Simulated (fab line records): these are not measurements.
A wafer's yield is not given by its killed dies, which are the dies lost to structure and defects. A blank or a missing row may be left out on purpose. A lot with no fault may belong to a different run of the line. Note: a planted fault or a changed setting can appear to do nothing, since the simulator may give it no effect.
A lot that was struck, set against a sound lot || flow gf180mcu || 13 out of 602 route steps
Sound: these wafers, L544.1, L544.3, L544.5. Struck: wafers L546.3, L546.4, L546.5. Last of all comes the cause.
Per side, at each step with rows, come the tool, then ch with its chambers, and then its first start. Under that, the readings that differ: sound wafers || struck wafers || difference of the means || sigmas: that difference in standard deviations of wafers without a fault.
alike: words and numbers the same on both sides, and readings whose means are apart by under 2 such deviations; not compared: readings that were withheld, readings missing a value for some wafer, numbers with overlapping values and no deviation given by the record, and bounds like >300 which may hide the same value.
A row with sigmas, a row that says differs or no value, or rows on one side alone: a step with any of these is where the two part. Numbers that don't overlap but have no deviation are shown without sigmas and don't part them. A reading that every wafer of one side lacks parts them only if that side has two wafers or more.

first, 3 steps without rows for these wafers: GF_STI_EXPOSE_09 (exposes mask COMP, target cd 220 nm); GF_STI_PEB_10 (peb time 90 s); GF_STI_DEVELOP_11 (develop time 60 s).
GF_STI_CD_MEAS_12 targets a cd of 220 nm.
  sound on cdSem-02 at day 3 18:31; struck on cdSem-01 at day 4 05:11
  alike: cdNm
GF_STI_ETCH_13: etches the open film in CHF3/O2, stops on Si, target depth 282.31 nm, time 112.9 s.
  sound on rieDiel-01 ch 0,1,3, day 3 18:38; struck on rieDiel-02 ch 0,1,3, day 4 05:16
  alike: O2_flow_sccm, biasW, drypumpMotorCurrentA, oesProductAu, throttleValvePct
  not compared: rfHoursCounterH
GF_STI_ETCH_14: etches Si in HBr/Cl2/O2, target depth 360 nm, time 102.9 s.
  sound on rieSi-01 ch 0,3, day 3 18:43; struck on rieSi-02 ch 2,3, day 4 05:20
  alike: O2_flow_sccm, biasW, drypumpMotorCurrentA, heBacksideLeakSccm, oesProductAu, throttleValvePct
  not compared: rfHoursCounterH
GF_STI_STRIP_15: strips in O2/N2.
  sound on plasmaAsher-01 ch 0,1, day 3 18:47; struck on plasmaAsher-04 ch 0,1, day 4 05:26
{"reading": "heaterPowerW (W)", "sound": "354 357 363", "struck": "322 305 314", "difference": -44, "sigmas": -2}
  alike: drypumpMotorCurrentA, oesProductAu, stripTimeToEndpointS
  not compared: rfHoursCounterH
then, 5 steps without rows for these wafers: GF_STI_CLEAN_16 (cleans in dHF, time 25 s); GF_STI_WET_ETCH_17 (etches Si3N4 in H3PO4, target depth 45 nm, time 514 s); GF_STI_CLEAN_18 (cleans in SC1/SC2, time 150 s); GF_STI_CLEAN_19 (cleans in dHF, time 20 s); GF_STI_WET_ETCH_20 (etches SiO2 in dHF, target depth 20 nm, time 400 s).
GF_STI_OXIDATION_21: stabilise 600 s, purge 300 s, target thk 15 nm.
  struck on furnace-01, day 4 05:55; sound on furnace-02 ch 0, day 3 19:17
  no value came back on the struck wafers for any of 5 readings (oxTempC (C), oxTempCMax and others); on the sound wafers oxTempC (C) reads 999.9 1000.3 999.8

== WHERE THEY PART ==
At GF_STI_STRIP_15 first; at GF_STI_OXIDATION_21 last (within this record only).

WHY: the cause the simulator had injected
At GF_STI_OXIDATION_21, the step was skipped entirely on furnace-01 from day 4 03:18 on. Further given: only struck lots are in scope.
